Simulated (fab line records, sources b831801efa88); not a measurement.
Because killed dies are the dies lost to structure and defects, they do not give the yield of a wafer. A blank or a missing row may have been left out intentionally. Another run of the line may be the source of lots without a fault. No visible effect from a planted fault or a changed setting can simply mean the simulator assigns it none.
fab line records	flow sky130
record: lots: 5	wafers: 23
route steps=708 shown SD_P@326 RES_XHIGH@334 SD_N@348 LI_CONTACT@362 LOCAL_INTERCONNECT@395 CONTACT@410
start-h: hours from the record's opening day to when the first of the lot's shown wafers began	wait-h: time in hours since the lot's previous step	" identical to the entry in the row above	L1.1+2: a row that stands for several wafers	- no value present, or no start provided	* or withheld: withheld	< > ~ a bound
route shown NAME@n: NAME is a module with steps in the file, n the number in the route of the first one	usual: mean/standard deviation taken from wafers without a fault	same: alike in all rows	chamber/n: place in a boat	sites: the reading at each site	_std_site: the values' standard deviation	_edge_site: outer sites' mean less inner sites'	radius-mm: for every site, how far away it sits from the centre of the wafer	mask NAME#n: copy n	behind: the tool/chamber that last shaped the wafer	hold: the reason the lot was held/the length of the hold in hours/how it ended	device: which transistor (n, p or np) failed to switch	end of line: tests of these same wafers at the route's end	a step with no rows: only its recipe	killed: dies that structure and defects cost at the first sort, which is not the same as the wafer's yield	map: dies across one wafer; x = killed, . = not, _ = none there
set.NAME: the setting as run; set.NAME@STEP: as run at that earlier step	model.NAME: the simulator's own value behind a step, which no gauge read
lots whose settings were changed on purpose; a table a step, a row a wafer
== steps ==
step: SKY_SD_P_DEVELOP_06
recipe: resist: NOVOLAK	developer: TMAH	develop-time-s: 60	dev-temp-c: 23
lot.wafer	tool	chamber	start-h	wait-h	set.develop-time-s
L074.1+4	litho-track-03	0	587.69	0.1	60
L074.2+3+6	"	0	"	"	66.09
L075.1+6	litho-track-03	0	605.49	0.1	65.51
L075.3+4+5	"	0	"	"	60
L076.1+2+3	litho-track-01	0	607.81	0.1	67.75
L076.5+6	"	0	"	"	60
L077.1+2+3+4+6	litho-track-01	0	616.11	0.1	60
L081.1+2+3	litho-track-03	0	658.49	0.1	60
step: SKY_SD_P_CD_MEAS_07
recipe: target-cd-nm: 380
usual: cd-nm: 380.6/2.4
lot.wafer	tool	chamber	start-h	wait-h	set.develop-time-s@SD_P_DEVELOP_06	cd-nm
L074.1	cd-sem-01	-	587.84	0.1	60	382.5
L074.2	"	-	"	"	66.09	390.4
L074.3	"	-	"	"	66.09	390.5
L074.4	"	-	"	"	60	382.2
L074.6	"	-	"	"	66.09	390.5
L075.1	cd-sem-02	-	605.64	0.1	65.51	387.4
L075.3	"	-	"	"	60	380.6
L075.4	"	-	"	"	60	379.7
L075.5	"	-	"	"	60	380.6
L075.6	"	-	"	"	65.51	390.8
L076.1	cd-sem-02	-	607.96	0.1	67.75	392.4
L076.2	"	-	"	"	67.75	389.2
L076.3	"	-	"	"	67.75	392.2
L076.5	"	-	"	"	60	381.2
L076.6	"	-	"	"	60	381.5
L077.1	cd-sem-02	-	616.26	0.1	60	381.3
L077.2	"	-	"	"	60	380.0
L077.3	"	-	"	"	60	382.6
L077.4	"	-	"	"	60	377.4
L077.6	"	-	"	"	60	383.8
L081.1	cd-sem-01	-	658.64	0.1	60	382.7
L081.2	"	-	"	"	60	382.3
L081.3	"	-	"	"	60	383.7
step: SKY_RES_XHIGH_COAT_02
recipe: resist: NOVOLAK	spin-rpm: 3000	resist-thk-nm: 1140
lot.wafer	tool	chamber	start-h	wait-h	set.resist-thk-nm	model.NOVOLAK_of_RES_XHIGH_COAT_02.thk-nm
L074.1	litho-track-03	0	602.49	0.1	1140	1138
L074.2	"	0	"	"	1140	1140
L074.3+4	"	0	"	"	1087	1088
L074.6	"	0	"	"	1140	1141
L075.1+3	litho-track-03	0	620.24	0.1	1140	1139
L075.4	"	0	"	"	1140	1140
L075.5	"	0	"	"	1140	1142
L075.6	"	0	"	"	1140	1141
L076.1+6	litho-track-02	0	622.81	0.1	1177	1181
L076.2	"	0	"	"	1177	1183
L076.3	"	0	"	"	1140	1146
L076.5	"	0	"	"	1140	1148
L077.1	litho-track-04	0	630.87	0.1	1207	1207
L077.2	"	0	"	"	1140	1135
L077.3+6	"	0	"	"	1140	1138
L077.4	"	0	"	"	1207	1206
L081.1+3	litho-track-03	0	673.14	0.1	1140	1141
L081.2	"	0	"	"	1140	1143
step: SKY_RES_XHIGH_SOFTBAKE_03
recipe: temp-c: 90	time-s: 60	resist: NOVOLAK
step: SKY_RES_XHIGH_EXPOSE_04
recipe: mask-id: URPM	na: 0.6	source-shape: conventional	sigma-outer: 0.6	polarization: unpolarized	target-cd-nm: 1270	dose-mj: 140
step: SKY_RES_XHIGH_DEVELOP_06
recipe: resist: NOVOLAK	developer: TMAH	develop-time-s: 60	dev-temp-c: 23
step: SKY_RES_XHIGH_IMPLANT_07
recipe: species: BF2	energy-kev: 20	dose-cm2: 3.6e+14	tilt-deg: 0
step: SKY_RES_XHIGH_STRIP_08
recipe: chemistry: O2/N2	power-w: 1400	pressure-mtorr: 1500	platen-temp-c: withheld	o2-flow-sccm: 3000	n2-flow-sccm: 300	overash-fraction: 0.5
usual: strip-time-to-endpoint-s: 14.28/0.043
lot.wafer	tool	chamber	start-h	wait-h	set.resist-thk-nm@RES_XHIGH_COAT_02	strip-time-to-endpoint-s
L074.1	plasma-asher-04	0	617.94	0.1	1140	14.26
L074.2	"	1	"	"	1140	14.27
L074.3	"	1	"	"	1087	13.68
L074.4	"	0	"	"	1087	13.66
L074.6	"	0	"	"	1140	14.29
L075.1	plasma-asher-03	1	636.12	0.1	1140	14.25
L075.3	"	1	"	"	1140	14.23
L075.4	"	0	"	"	1140	14.28
L075.5	"	0	"	"	1140	14.28
L075.6	"	1	"	"	1140	14.26
L076.1	plasma-asher-03	1	638.17	0.1	1177	14.72
L076.2	"	0	"	"	1177	14.75
L076.3	"	0	"	"	1140	14.35
L076.5	"	1	"	"	1140	14.35
L076.6	"	0	"	"	1177	14.70
L077.1	plasma-asher-01	1	645.67	0.1	1207	15.03
L077.2	"	0	"	"	1140	14.21
L077.3	"	0	"	"	1140	14.23
L077.4	"	1	"	"	1207	15.02
L077.6	"	0	"	"	1140	14.25
L081.1	plasma-asher-04	0	686.84	0.1	1140	14.28
L081.2	"	1	"	"	1140	14.30
L081.3	"	1	"	"	1140	14.28
step: SKY_SD_N_DEVELOP_06
recipe: resist: NOVOLAK	developer: TMAH	develop-time-s: 60	dev-temp-c: 23
lot.wafer	tool	chamber	start-h	wait-h	set.develop-time-s
L074.1+2+3+4+6	litho-track-04	0	646.92	0.1	60
L075.1+5	litho-track-03	0	664.09	0.1	62.64
L075.3+4+6	"	0	"	"	60
L076.1+6	litho-track-04	0	666.87	0.1	54.66
L076.2+3+5	"	0	"	"	60
L077.1+2+3	litho-track-03	0	673.94	0.1	60
L077.4+6	"	0	"	"	56.16
L081.1+2+3	litho-track-01	0	714.51	0.1	60
step: SKY_SD_N_CD_MEAS_07
recipe: target-cd-nm: 380
usual: cd-nm: 378.1/2.4
lot.wafer	tool	chamber	start-h	wait-h	set.develop-time-s@SD_N_DEVELOP_06	cd-nm
L074.1	cd-sem-01	-	647.07	0.1	60	378.7
L074.2	"	-	"	"	60	379.2
L074.3	"	-	"	"	60	374.6
L074.4	"	-	"	"	60	377.9
L074.6	"	-	"	"	60	374.8
L075.1	cd-sem-02	-	664.24	0.1	62.64	384.0
L075.3	"	-	"	"	60	380.2
L075.4	"	-	"	"	60	380.7
L075.5	"	-	"	"	62.64	383.0
L075.6	"	-	"	"	60	378.7
L076.1	cd-sem-02	-	667.02	0.1	54.66	368.8
L076.2	"	-	"	"	60	380.0
L076.3	"	-	"	"	60	379.7
L076.5	"	-	"	"	60	381.6
L076.6	"	-	"	"	54.66	372.3
L077.1	cd-sem-01	-	674.09	0.1	60	379.5
L077.2	"	-	"	"	60	379.8
L077.3	"	-	"	"	60	378.7
L077.4	"	-	"	"	56.16	371.8
L077.6	"	-	"	"	56.16	374.2
L081.1	cd-sem-01	-	714.66	0.1	60	376.2
L081.2	"	-	"	"	60	375.8
L081.3	"	-	"	"	60	375.6
step: SKY_LI_CONTACT_HDPCVD_00
recipe: material: PSG	target-thk-nm: 930	sigma-open-frac: 0.3	time-s: 155	temp-c: 600	sih4-flow-sccm: 60	pressure-mtorr: 6
lot.wafer	tool	chamber	start-h	wait-h	set.time-s	model.PSG_of_LI_CONTACT_HDPCVD_00.thk-nm
L074.1	hdpcvd-02	2	648.30	0.0	155	923.8
L074.2	"	0	"	"	155	928.5
L074.3	"	1	"	"	155	933.6
L074.4	"	0	"	"	155	922.2
L074.6	"	1	"	"	155	944.1
L075.1	hdpcvd-01	0	665.46	0.0	155	943.5
L075.3	"	2	"	"	155	931.3
L075.4	"	1	"	"	163.3	977.1
L075.5	"	0	"	"	163.3	995.6
L075.6	"	2	"	"	155	947.6
L076.1	hdpcvd-02	1	668.34	0.0	142.7	866.3
L076.2	"	0	"	"	155	933.6
L076.3	"	2	"	"	155	925.8
L076.5	"	1	"	"	142.7	857
L076.6	"	2	"	"	142.7	854.7
L077.1	hdpcvd-01	1	675.30	0.0	155	915.4
L077.2	"	0	"	"	136.2	831.3
L077.3	"	2	"	"	155	927.9
L077.4	"	0	"	"	155	945.7
L077.6	"	1	"	"	136.2	821.8
L081.1	hdpcvd-02	1	715.88	0.0	155	925.7
L081.2	"	0	"	"	155	929.2
L081.3	"	2	"	"	155	923.3
step: SKY_LI_CONTACT_THK_MEAS_01
recipe: reads: PSG_of_LI_CONTACT_HDPCVD_00
usual: LI_CONTACT_HDPCVD_THK: 930/7.9
lot.wafer	tool	chamber	start-h	wait-h	set.time-s@LI_CONTACT_HDPCVD_00	LI_CONTACT_HDPCVD_THK[nm]
L074.1	film-metro-04	-	648.40	0.1	155	924
L074.2	"	-	"	"	155	928
L074.3	"	-	"	"	155	934
L074.4	"	-	"	"	155	921
L074.6	"	-	"	"	155	944
L075.1	film-metro-01	-	665.56	0.1	155	944
L075.3	"	-	"	"	155	931
L075.4	"	-	"	"	163.3	977
L075.5	"	-	"	"	163.3	995
L075.6	"	-	"	"	155	948
L076.1	film-metro-01	-	668.44	0.1	142.7	866
L076.2	"	-	"	"	155	934
L076.3	"	-	"	"	155	925
L076.5	"	-	"	"	142.7	857
L076.6	"	-	"	"	142.7	855
L077.1	film-metro-02	-	675.40	0.1	155	915
L077.2	"	-	"	"	136.2	831
L077.3	"	-	"	"	155	928
L077.4	"	-	"	"	155	946
L077.6	"	-	"	"	136.2	822
L081.1	film-metro-02	-	715.98	0.1	155	925
L081.2	"	-	"	"	155	930
L081.3	"	-	"	"	155	924
step: SKY_LI_CONTACT_EXPOSE_09
recipe: mask-id: LICM1	na: 0.8	source-shape: annular	sigma-inner: 0.55	sigma-outer: 0.85	target-cd-nm: 170	dose-mj: 38
lot.wafer	tool	chamber	start-h	wait-h	mask	set.dose-mj
L074.1+2+3	krf-scanner-02	0	-	-	LICM1#0	38
L074.4+6	"	0	"	"	LICM1#0	40.45
L075.1+4+5	krf-scanner-02	0	-	-	LICM1#0	40.66
L075.3+6	"	0	"	"	LICM1#0	38
L076.1+3+5	krf-scanner-01	0	-	-	LICM1#0	38
L076.2+6	"	0	"	"	LICM1#0	35.99
L077.1+2+3+4+6	krf-scanner-02	0	-	-	LICM1#0	38
L081.1+2+3	krf-scanner-01	0	-	-	LICM1#0	38
step: SKY_LI_CONTACT_PEB_10
recipe: peb-temp-c: withheld	peb-time-s: withheld	resist: KrF-thick
step: SKY_LI_CONTACT_DEVELOP_11
recipe: develop-time-s: 60	resist: KrF-thick	dev-temp-c: 21
step: SKY_LI_CONTACT_CD_MEAS_12
recipe: target-cd-nm: 170
usual: cd-nm: 170.2/1.3
lot.wafer	tool	chamber	start-h	wait-h	set.dose-mj@LI_CONTACT_EXPOSE_09	cd-nm
L074.1	cd-sem-02	-	677.47	-	38	170.3
L074.2	"	-	"	"	38	170.0
L074.3	"	-	"	"	38	169.5
L074.4	"	-	"	"	40.45	182.1
L074.6	"	-	"	"	40.45	181.2
L075.1	cd-sem-01	-	693.91	-	40.66	182.5
L075.3	"	-	"	"	38	170.3
L075.4	"	-	"	"	40.66	182.7
L075.5	"	-	"	"	40.66	182.1
L075.6	"	-	"	"	38	168.6
L076.1	cd-sem-02	-	696.96	-	38	169.3
L076.2	"	-	"	"	35.99	159.8
L076.3	"	-	"	"	38	169.9
L076.5	"	-	"	"	38	171.5
L076.6	"	-	"	"	35.99	160.5
L077.1	cd-sem-02	-	703.46	-	38	171.9
L077.2	"	-	"	"	38	170.8
L077.3	"	-	"	"	38	171.3
L077.4	"	-	"	"	38	171.9
L077.6	"	-	"	"	38	170.9
L081.1	cd-sem-02	-	743.76	-	38	170.0
L081.2	"	-	"	"	38	169.1
L081.3	"	-	"	"	38	170.8
step: SKY_LI_CONTACT_ETCH_14
recipe: chemistry: N2/H2	target: BARC	ion-energy-ev: 200	source-w: 500	bias-w: 100	pressure-mtorr: 30	n2-flow-sccm: 100	h2-flow-sccm: 200	stop-on: SiO2	time-s: 45.9	target-depth-a: 600
lot.wafer	tool	chamber	start-h	wait-h	set.dose-mj@LI_CONTACT_EXPOSE_09	model.LI_CONTACT.cd-nm
L074.1	rie-diel-02	1	677.63	0.0	38	171.3
L074.2	"	0	"	"	38	170.7
L074.3	"	2	"	"	38	169.7
L074.4	"	3	"	"	40.45	182.2
L074.6	"	1	"	"	40.45	182.1
L075.1	rie-diel-03	2	694.07	0.0	40.66	183.2
L075.3	"	3	"	"	38	170.7
L075.4	"	0	"	"	40.66	183
L075.5	"	2	"	"	40.66	182.8
L075.6	"	3	"	"	38	169.3
L076.1	rie-diel-03	3	697.12	0.0	38	169.9
L076.2	"	1	"	"	35.99	160.6
L076.3	"	0	"	"	38	170.7
L076.5	"	0	"	"	38	172.1
L076.6	"	1	"	"	35.99	161.6
L077.1	rie-diel-01	1	703.62	0.0	38	172.6
L077.2	"	0	"	"	38	171.2
L077.3	"	2	"	"	38	172
L077.4	"	3	"	"	38	172.7
L077.6	"	3	"	"	38	171.9
L081.1	rie-diel-03	2	743.92	0.0	38	169.6
L081.2	"	1	"	"	38	170.7
L081.3	"	0	"	"	38	171
step: SKY_LI_CONTACT_SPUTTER_19
recipe: material: Ti	target-thk-nm: 20	chamber-pressure-pa: 5	power-w: 2500	substrate-temp-c: 200	time-s: 106.37
lot.wafer	tool	chamber	start-h	wait-h	set.time-s	model.Ti_of_LI_CONTACT_SPUTTER_19.thk-nm
L074.1	pvd-sputter-03	-	678.05	0.0	114.9	21.35
L074.2	"	-	"	"	106.37	20.54
L074.3	"	-	"	"	114.9	21.74
L074.4	"	-	"	"	114.9	22.25
L074.6	"	-	"	"	106.37	20.72
L075.1	pvd-sputter-03	-	694.51	0.0	117	23.03
L075.3	"	-	"	"	117	22.29
L075.4	"	-	"	"	106.37	20.87
L075.5	"	-	"	"	106.37	21.01
L075.6	"	-	"	"	106.37	20.3
L076.1	pvd-sputter-04	-	697.54	0.0	106.37	19.92
L076.2	"	-	"	"	106.37	19.67
L076.3	"	-	"	"	112.8	21.13
L076.5	"	-	"	"	106.37	20.03
L076.6	"	-	"	"	112.8	21.06
L077.1	pvd-sputter-02	-	704.09	0.0	106.37	20.3
L077.2	"	-	"	"	106.37	19.85
L077.3	"	-	"	"	106.37	19.84
L077.4	"	-	"	"	106.37	20.33
L077.6	"	-	"	"	106.37	20.04
L081.1	pvd-sputter-04	-	744.34	0.0	106.37	19.97
L081.2	"	-	"	"	106.37	19.91
L081.3	"	-	"	"	106.37	19.77
step: SKY_LOCAL_INTERCONNECT_EXPOSE_08
recipe: mask-id: LI1M	na: 0.8	source-shape: annular	sigma-inner: 0.55	sigma-outer: 0.85	target-cd-nm: 170	dose-mj: 28
lot.wafer	tool	chamber	start-h	wait-h	mask	set.dose-mj
L074.1+6	krf-scanner-02	0	-	-	LI1M#0	26.61
L074.2+3+4	"	0	"	"	LI1M#0	28
L075.1+3+5	krf-scanner-01	0	-	-	LI1M#0	26.8
L075.4+6	"	0	"	"	LI1M#0	28
L076.1+3+6	krf-scanner-01	0	-	-	LI1M#0	29.63
L076.2+5	"	0	"	"	LI1M#0	28
L077.1+4+6	krf-scanner-01	0	-	-	LI1M#0	27.47
L077.2+3	"	0	"	"	LI1M#0	28
L081.1+2+3	krf-scanner-01	0	-	-	LI1M#0	28
step: SKY_LOCAL_INTERCONNECT_PEB_09
recipe: peb-temp-c: withheld	peb-time-s: withheld	resist: KrF-thick
step: SKY_LOCAL_INTERCONNECT_DEVELOP_10
recipe: develop-time-s: 60	resist: KrF-thick	dev-temp-c: 21
step: SKY_LOCAL_INTERCONNECT_CD_MEAS_11
recipe: target-cd-nm: 170
usual: cd-nm: 169.9/1.4
lot.wafer	tool	chamber	start-h	wait-h	set.dose-mj@LOCAL_INTERCONNECT_EXPOSE_08	cd-nm
L074.1	cd-sem-02	-	706.51	-	26.61	182.3
L074.2	"	-	"	"	28	172.6
L074.3	"	-	"	"	28	171.2
L074.4	"	-	"	"	28	170.3
L074.6	"	-	"	"	26.61	182.1
L075.1	cd-sem-02	-	723.16	-	26.8	179.0
L075.3	"	-	"	"	26.8	179.8
L075.4	"	-	"	"	28	170.4
L075.5	"	-	"	"	26.8	179.0
L075.6	"	-	"	"	28	170.4
L076.1	cd-sem-02	-	726.24	-	29.63	159.8
L076.2	"	-	"	"	28	171.4
L076.3	"	-	"	"	29.63	160.2
L076.5	"	-	"	"	28	170.4
L076.6	"	-	"	"	29.63	158.7
L077.1	cd-sem-02	-	732.86	-	27.47	173.6
L077.2	"	-	"	"	28	168.0
L077.3	"	-	"	"	28	167.9
L077.4	"	-	"	"	27.47	171.4
L077.6	"	-	"	"	27.47	174.2
L081.1	cd-sem-01	-	772.41	-	28	170.1
L081.2	"	-	"	"	28	169.7
L081.3	"	-	"	"	28	171.4
step: SKY_LOCAL_INTERCONNECT_ETCH_13
recipe: chemistry: N2/H2	target: BARC	ion-energy-ev: 200	bias-w: 100	pressure-mtorr: 30	n2-flow-sccm: 100	h2-flow-sccm: 200	icp-w: 500	stop-on: SiO2	time-s: 45.9	target-depth-a: 600
lot.wafer	tool	chamber	start-h	wait-h	set.time-s	set.dose-mj@LOCAL_INTERCONNECT_EXPOSE_08	model.LOCAL_INTERCONNECT.cd-nm
L074.1	rie-metal-01	1	706.67	0.0	45.9	26.61	181.6
L074.2	"	0	"	"	45.9	28	172
L074.3	"	1	"	"	45.9	28	170.8
L074.4	"	0	"	"	45.9	28	170
L074.6	"	0	"	"	45.9	26.61	182.7
L075.1	rie-metal-01	0	723.32	0.0	51.31	26.8	178.3
L075.3	"	1	"	"	45.9	26.8	179.3
L075.4	"	0	"	"	51.31	28	168.8
L075.5	"	1	"	"	45.9	26.8	178.7
L075.6	"	0	"	"	51.31	28	169.4
L076.1	rie-metal-03	1	726.39	0.0	41.99	29.63	158.8
L076.2	"	0	"	"	45.9	28	171.7
L076.3	"	0	"	"	45.9	29.63	161
L076.5	"	0	"	"	41.99	28	171.4
L076.6	"	1	"	"	45.9	29.63	157.7
L077.1	rie-metal-01	1	733.02	0.0	52.47	27.47	173.1
L077.2	"	0	"	"	45.9	28	168.2
L077.3	"	0	"	"	45.9	28	168.3
L077.4	"	1	"	"	52.47	27.47	171
L077.6	"	1	"	"	45.9	27.47	174.6
L081.1	rie-metal-02	0	772.57	0.0	45.9	28	168.8
L081.2	"	1	"	"	45.9	28	170.6
L081.3	"	1	"	"	45.9	28	172
step: SKY_CONTACT_CMP_04
recipe: material: SiO2	down-force-psi: 4	platen-rpm: 60	pad-velocity-m-s: 0.94248
usual: time-to-endpoint-s: 85/4.6
lot.wafer	tool	chamber	start-h	wait-h	set.down-force-psi	time-to-endpoint-s
L074.4	cmp-01	0	707.61	0.0	4	88
L074.2	"	1	"	"	4	93
L074.1	"	2	"	"	4.394	77
L074.3	"	3	"	"	4.394	82
L074.6	"	0	"	"	4	86
L075.3	cmp-01	2	724.33	0.1	4.309	75
L075.1	"	3	"	"	4.309	82
L075.4	"	0	"	"	4	85
L075.5	"	1	"	"	4	88
L075.6	"	2	"	"	4.309	78
L076.1	cmp-01	0	727.35	0.1	4.499	75
L076.2	"	2	"	"	4	84
L076.3	"	3	"	"	4	86
L076.6	"	0	"	"	4.499	78
L076.5	"	1	"	"	4	88
L077.4	cmp-01	0	733.95	0.0	4	85
L077.3	"	1	"	"	4	88
L077.2	"	2	"	"	4.51	66
L077.1	"	3	"	"	4.51	77
L077.6	"	0	"	"	4.51	70
L081.3	cmp-02	1	773.55	0.1	4	80
L081.1	"	2	"	"	4	82
L081.2	"	3	"	"	4	86
step: SKY_CONTACT_CVD_24
recipe: material: W	target-thk-nm: 340	time-s: 102.12	temp-c: 400	pressure-torr: 40
lot.wafer	tool	chamber	start-h	wait-h	set.pressure-torr	model.W_of_CONTACT_CVD_24.thk-nm
L074.1	cvd-w-01	1	736.12	0.0	43.03	358.2
L074.2	"	0	"	"	43.03	347.3
L074.3	"	1	"	"	43.03	359.7
L074.4	"	0	"	"	43.03	348.1
L074.6	"	1	"	"	43.03	358.1
L075.1	cvd-w-02	0	753.48	0.0	42.61	347
L075.3	"	1	"	"	42.61	360.1
L075.4	"	0	"	"	42.61	348.3
L075.5	"	0	"	"	42.61	344.5
L075.6	"	1	"	"	42.61	358.1
L076.1	cvd-w-01	0	755.50	0.0	37.58	324.1
L076.2	"	1	"	"	37.58	334.5
L076.3	"	0	"	"	37.58	323.6
L076.5	"	0	"	"	37.58	328.8
L076.6	"	1	"	"	37.58	331.6
L077.1	cvd-w-02	0	762.25	0.0	43.57	353.2
L077.2	"	1	"	"	43.57	361.9
L077.3	"	1	"	"	43.57	361.2
L077.4	"	0	"	"	43.57	354.4
L077.6	"	1	"	"	43.57	361.7
L081.1	cvd-w-02	0	801.86	0.0	40	333.2
L081.2	"	1	"	"	40	347.8
L081.3	"	1	"	"	40	348.5
== key ==
split: step: SKY_SD_P_DEVELOP_06	setting: develop-time-s	stated: 60	by: wafer
response: step: SKY_SD_P_CD_MEAS_07	reading: cd-nm	change: +0.822	per: 1%	r: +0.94
split: step: SKY_RES_XHIGH_COAT_02	setting: resist-thk-nm	stated: 1140	by: wafer
response: step: SKY_RES_XHIGH_COAT_02	reading: model.NOVOLAK_of_RES_XHIGH_COAT_02.thk-nm	change: +11.4	per: 1%	r: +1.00
response: step: SKY_RES_XHIGH_STRIP_08	reading: strip-time-to-endpoint-s	change: *	per: 1%	r: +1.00
split: step: SKY_SD_N_DEVELOP_06	setting: develop-time-s	stated: 60	by: wafer
response: step: SKY_SD_N_CD_MEAS_07	reading: cd-nm	change: +1.04	per: 1%	r: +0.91
split: step: SKY_LI_CONTACT_HDPCVD_00	setting: time-s	stated: 155	by: wafer
response: step: SKY_LI_CONTACT_HDPCVD_00	reading: model.PSG_of_LI_CONTACT_HDPCVD_00.thk-nm	change: +8.6	per: 1%	r: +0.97
response: step: SKY_LI_CONTACT_THK_MEAS_01	reading: LI_CONTACT_HDPCVD_THK	change: +8.58	per: 1%	r: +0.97
split: step: SKY_LI_CONTACT_EXPOSE_09	setting: dose-mj	stated: 38	by: wafer
response: step: SKY_LI_CONTACT_CD_MEAS_12	reading: cd-nm	change: +1.85	per: 1%	r: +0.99
response: step: SKY_LI_CONTACT_ETCH_14	reading: model.LI_CONTACT.cd-nm	change: +1.83	per: 1%	r: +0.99
split: step: SKY_LI_CONTACT_SPUTTER_19	setting: time-s	stated: 106.37	by: wafer
response: step: SKY_LI_CONTACT_SPUTTER_19	reading: model.Ti_of_LI_CONTACT_SPUTTER_19.thk-nm	change: +0.179	per: 1%	r: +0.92
split: step: SKY_LOCAL_INTERCONNECT_EXPOSE_08	setting: dose-mj	stated: 28	by: wafer
response: step: SKY_LOCAL_INTERCONNECT_CD_MEAS_11	reading: cd-nm	change: -2.08	per: 1%	r: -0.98
response: step: SKY_LOCAL_INTERCONNECT_ETCH_13	reading: model.LOCAL_INTERCONNECT.cd-nm	change: -2.21	per: 1%	r: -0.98
split: step: SKY_LOCAL_INTERCONNECT_ETCH_13	setting: time-s	stated: 45.9	by: wafer
response none clear
split: step: SKY_CONTACT_CMP_04	setting: down-force-psi	stated: 4	by: wafer
response: step: SKY_CONTACT_CMP_04	reading: time-to-endpoint-s	change: *	per: 1%	r: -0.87
split: step: SKY_CONTACT_CVD_24	setting: pressure-torr	stated: 40	by: lot
response: step: SKY_CONTACT_CVD_24	reading: model.W_of_CONTACT_CVD_24.thk-nm	change: +1.89	per: 1%	r: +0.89
